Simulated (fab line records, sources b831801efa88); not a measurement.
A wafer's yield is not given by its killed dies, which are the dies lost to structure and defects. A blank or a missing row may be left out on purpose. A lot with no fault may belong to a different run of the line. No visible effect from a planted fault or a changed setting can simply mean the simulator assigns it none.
fab line records    flow sky130
record lots=14  wafers=42  last_day=50
route steps=708 shown POLY_CUT@315 CONTACT@420 METAL3@560
lots untouched by any fault: they come from a run of this same line in which no faults occurred
start_h: start of the lot's first displayed wafer, in hours after the record's first day    wait_h: hours since the lot's step before    " as in the row above    L1.1+2: one row covering several wafers at once    - no value present, or no start provided    * or withheld: withheld    < > ~ a bound
route shown NAME@n: a module of which the file shows steps, and the number in the route of the first    usual: the fault-free wafers' mean and standard deviation    same: alike in all rows    chamber/n: place in a boat    sites: readings site by site    _std_site: standard deviation across them    _edge_site: inner sites' mean taken away from outer sites' mean    radius_mm: how far each site lies from the wafer's centre    mask NAME#n: copy n    behind: the last tool/chamber to shape the wafer    hold: why the lot was held/for how many hours/how that ended    device: the transistor (n, p or np) that didn't switch    end of line: the route-end tests of the same wafers    a step with no rows: only its recipe    killed: at the first sort, the dies lost to defects and structure; wafer yield is something else    map: dies across one wafer; x = killed, . = not, _ = none there
set.NAME: the run value of the setting; set.NAME@STEP: its run value at that earlier step    model.NAME: the simulator's own value behind a step, which no gauge read
route steps across a sampled set of lots; one table per step, one row per wafer
services: a tool's chamber out of use, with start hour (start_h, from the record's first day; less than 0 if before it), hours out, and reason
## steps
# step SKY_POLY_CUT_CD_MEAS_08
# recipe target_cd_nm=270
# usual cd_nm=269.8/1.5
lot.wafer  tool       chamber  start_h  wait_h  cd_nm
L137.1     cd_sem-01  -        559.99   -       267.8
L137.3     "          -        "        "       270.0
L137.4     "          -        "        "       268.1
L142.2     cd_sem-02  -        616.45   -       269.4
L142.4     "          -        "        "       268.8
L142.6     "          -        "        "       269.3
L143.2     cd_sem-02  -        618.59   -       270.6
L143.5     "          -        "        "       272.3
L143.6     "          -        "        "       271.0
L141.3     cd_sem-01  -        618.88   -       268.2
L141.4     "          -        "        "       268.2
L141.6     "          -        "        "       269.1
L148.3     cd_sem-02  -        655.42   -       269.0
L148.4     "          -        "        "       268.4
L148.6     "          -        "        "       269.6
L151.3     cd_sem-02  -        683.73   -       269.9
L151.5     "          -        "        "       270.8
L151.6     "          -        "        "       271.0
L152.1     cd_sem-02  -        698.74   -       267.8
L152.2     "          -        "        "       267.8
L152.4     "          -        "        "       267.6
L154.1     cd_sem-01  -        711.04   -       271.0
L154.4     "          -        "        "       271.2
L154.6     "          -        "        "       271.2
L153.2     cd_sem-01  -        715.05   -       271.6
L153.3     "          -        "        "       270.1
L153.5     "          -        "        "       269.9
L156.1     cd_sem-02  -        722.47   -       273.6
L156.3     "          -        "        "       271.7
L156.5     "          -        "        "       272.0
L155.1     cd_sem-02  -        724.03   -       270.9
L155.4     "          -        "        "       269.6
L155.6     "          -        "        "       269.5
L157.2     cd_sem-01  -        724.24   -       268.0
L157.4     "          -        "        "       267.4
L157.5     "          -        "        "       267.8
L158.2     cd_sem-02  -        737.29   -       269.6
L158.3     "          -        "        "       271.2
L158.6     "          -        "        "       270.3
L159.1     cd_sem-01  -        741.50   -       268.5
L159.2     "          -        "        "       269.1
L159.3     "          -        "        "       268.9
# step SKY_CONTACT_CD_MEAS_14
# recipe target_cd_nm=170
# usual cd_nm=169.4/1.5
lot.wafer  tool       chamber  start_h  wait_h  cd_nm
L137.1     cd_sem-02  -        736.15   -       170.7
L137.3     "          -        "        "       169.8
L137.4     "          -        "        "       170.5
L142.2     cd_sem-01  -        788.34   -       169.7
L142.4     "          -        "        "       170.5
L142.6     "          -        "        "       169.7
L143.2     cd_sem-01  -        790.57   -       169.1
L143.5     "          -        "        "       168.9
L143.6     "          -        "        "       170.2
L141.3     cd_sem-02  -        791.62   -       170.7
L141.4     "          -        "        "       170.6
L141.6     "          -        "        "       169.6
L148.3     cd_sem-01  -        823.49   -       166.7
L148.4     "          -        "        "       168.4
L148.6     "          -        "        "       168.2
L151.3     cd_sem-02  -        849.31   -       168.8
L151.5     "          -        "        "       169.3
L151.6     "          -        "        "       170.3
L152.1     cd_sem-01  -        864.48   -       170.7
L152.2     "          -        "        "       170.2
L152.4     "          -        "        "       171.2
L154.1     cd_sem-02  -        877.03   -       170.0
L154.4     "          -        "        "       171.2
L154.6     "          -        "        "       170.2
L153.2     cd_sem-02  -        879.84   -       171.5
L153.3     "          -        "        "       170.7
L153.5     "          -        "        "       171.5
L156.1     cd_sem-01  -        886.92   -       167.7
L156.3     "          -        "        "       167.8
L156.5     "          -        "        "       166.5
L155.1     cd_sem-01  -        888.07   -       172.0
L155.4     "          -        "        "       171.6
L155.6     "          -        "        "       170.3
L157.2     cd_sem-02  -        889.17   -       167.9
L157.4     "          -        "        "       169.1
L157.5     "          -        "        "       167.7
L158.2     cd_sem-02  -        901.97   -       168.7
L158.3     "          -        "        "       168.3
L158.6     "          -        "        "       168.4
L159.1     cd_sem-01  -        906.53   -       172.1
L159.2     "          -        "        "       171.4
L159.3     "          -        "        "       171.1
# step SKY_CONTACT_OVL_MEAS_15
# usual CONTACT_OVL=0/4.9
lot.wafer  tool        chamber  start_h  wait_h  CONTACT_OVL[nm]
L137.1     overlay-01  -        736.27   0.1     8
L137.3     "           -        "        "       -2
L137.4     "           -        "        "       7
L142.2     overlay-01  -        788.45   0.1     0
L142.4     "           -        "        "       -5
L142.6     "           -        "        "       -9
L143.2     overlay-02  -        790.68   0.1     4
L143.5     "           -        "        "       3
L143.6     "           -        "        "       7
L141.3     overlay-01  -        791.71   0.1     -7
L141.4     "           -        "        "       3
L141.6     "           -        "        "       -1
L148.3     overlay-02  -        823.58   0.1     1
L148.4     "           -        "        "       0
L148.6     "           -        "        "       6
L151.3     overlay-01  -        849.41   0.1     0
L151.5     "           -        "        "       2
L151.6     "           -        "        "       0
L152.1     overlay-02  -        864.60   0.1     1
L152.2     "           -        "        "       2
L152.4     "           -        "        "       -2
L154.1     overlay-01  -        877.15   0.1     8
L154.4     "           -        "        "       6
L154.6     "           -        "        "       1
L153.2     overlay-01  -        879.95   0.1     -5
L153.3     "           -        "        "       2
L153.5     "           -        "        "       -3
L156.1     overlay-01  -        887.04   0.1     3
L156.3     "           -        "        "       4
L156.5     "           -        "        "       5
L155.1     overlay-01  -        888.19   0.1     -3
L155.4     "           -        "        "       -3
L155.6     "           -        "        "       -1
L157.2     overlay-02  -        889.28   0.1     0
L157.4     "           -        "        "       1
L157.5     "           -        "        "       5
L158.2     overlay-01  -        902.08   0.1     -11
L158.3     "           -        "        "       -3
L158.6     "           -        "        "       -6
L159.1     overlay-02  -        906.65   0.1     -11
L159.2     "           -        "        "       0
L159.3     "           -        "        "       -1
# step SKY_METAL3_EXPOSE_10
# recipe mask_id=MM3  na=0.68  source_shape=annular  sigma_inner=0.4  sigma_outer=0.8  target_cd_nm=300  dose_mj=28
# usual exposure_dose_mJ_cm2=27.94/0.032  focus_offset_nm=-0.1/0.52
lot.wafer  tool            chamber  start_h  wait_h  mask   exposure_dose_mJ_cm2  focus_offset_nm
L137.1     krf_scanner-02  0        892.04   -       MM3#0  27.94                 -0.8
L137.3     "               0        "        "       MM3#0  28.00                 -0.1
L137.4     "               0        "        "       MM3#0  27.93                 0.1
L142.2     krf_scanner-02  0        940.09   -       MM3#0  27.94                 -0.6
L142.4     "               0        "        "       MM3#0  27.95                 -0.7
L142.6     "               0        "        "       MM3#0  27.92                 -0.4
L143.2     krf_scanner-02  -        941.70   -       MM3#0  -                     -
L143.5     "               -        "        "       MM3#0  -                     -
L143.6     "               -        "        "       MM3#0  -                     -
L141.3     krf_scanner-01  -        943.51   -       MM3#0  -                     -
L141.4     "               -        "        "       MM3#0  -                     -
L141.6     "               -        "        "       MM3#0  -                     -
L148.3     krf_scanner-02  0        972.46   -       MM3#0  27.93                 -1.0
L148.4     "               0        "        "       MM3#0  27.85                 -0.9
L148.6     "               0        "        "       MM3#0  27.89                 -0.9
L151.3     krf_scanner-02  0        996.05   -       MM3#0  27.90                 -1.0
L151.5     "               0        "        "       MM3#0  27.94                 -0.5
L151.6     "               0        "        "       MM3#0  27.90                 -0.3
L152.1     krf_scanner-02  0        1009.68  -       MM3#0  27.90                 -0.3
L152.2     "               0        "        "       MM3#0  27.91                 -0.2
L152.4     "               0        "        "       MM3#0  27.96                 -0.5
L154.1     krf_scanner-02  0        1018.53  -       MM3#0  27.93                 0.1
L154.4     "               0        "        "       MM3#0  27.92                 -0.6
L154.6     "               0        "        "       MM3#0  27.92                 0.2
L153.2     krf_scanner-01  0        1022.54  -       MM3#0  27.97                 -0.1
L153.3     "               0        "        "       MM3#0  27.96                 -0.2
L153.5     "               0        "        "       MM3#0  27.92                 0.8
L156.1     krf_scanner-01  0        1027.50  -       MM3#0  27.97                 -0.4
L156.3     "               0        "        "       MM3#0  27.95                 -0.6
L156.5     "               0        "        "       MM3#0  27.92                 -1.6
L155.1     krf_scanner-02  0        1030.72  -       MM3#0  27.89                 0.7
L155.4     "               0        "        "       MM3#0  27.88                 0.1
L155.6     "               0        "        "       MM3#0  27.85                 0.0
L157.2     krf_scanner-02  0        1031.74  -       MM3#0  27.96                 -0.4
L157.4     "               0        "        "       MM3#0  27.94                 0.1
L157.5     "               0        "        "       MM3#0  27.95                 -0.4
L158.2     krf_scanner-02  0        1041.54  -       MM3#0  27.93                 0.1
L158.3     "               0        "        "       MM3#0  27.93                 -0.4
L158.6     "               0        "        "       MM3#0  27.93                 -0.6
L159.1     krf_scanner-01  0        1046.60  -       MM3#0  27.93                 -0.2
L159.2     "               0        "        "       MM3#0  27.91                 0.4
L159.3     "               0        "        "       MM3#0  27.95                 -0.5
## services
tool            chamber  start_h  hours  kind
krf_scanner-02  -        890.10   1.0    pm
krf_scanner-01  -        901.03   0.8    pm
krf_scanner-02  -        905.11   2.2    repair
krf_scanner-02  -        926.76   1.3    pm
krf_scanner-01  -        928.06   1.0    pm
krf_scanner-01  -        945.34   4.4    pm
krf_scanner-02  0        945.56   -      calibration
krf_scanner-01  0        947.01   -      calibration
krf_scanner-02  -        949.76   4.4    pm
krf_scanner-02  -        975.74   0.8    pm
krf_scanner-01  -        986.94   1.3    pm
krf_scanner-02  -        1016.78  0.3    repair
krf_scanner-01  -        1041.14  3.6    pm
## key
first_sign step=SKY_METAL3_EXPOSE_10  reading=tool_record  direction=missing
effect none on later readings
met_at SKY_METAL3_EXPOSE_10
struck_lots L141,L143
later_rows_left_out L141.3,L141.4,L141.6,L143.2,L143.5,L143.6
sort_left_out L141.3,L141.4,L141.6,L143.2,L143.5,L143.6
not_acting_at SKY_POLY_CUT_CD_MEAS_08,SKY_CONTACT_CD_MEAS_14,SKY_CONTACT_OVL_MEAS_15
onset_between 940.09 941.70
fault kind=skipped_step_whole  tool=krf_scanner-01,krf_scanner-02  chamber=-  onset_h=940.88  steps=SKY_METAL3_EXPOSE_10  scope=struck_lots_only
# sort_left_out: the simulated sort isn't trusted on such a fault, so these wafers' sort isn't shown, and their yield isn't known
# later_rows_left_out: the simulator's readings of these wafers behind a module that went badly wrong aren't trusted and aren't shown, but for the sort
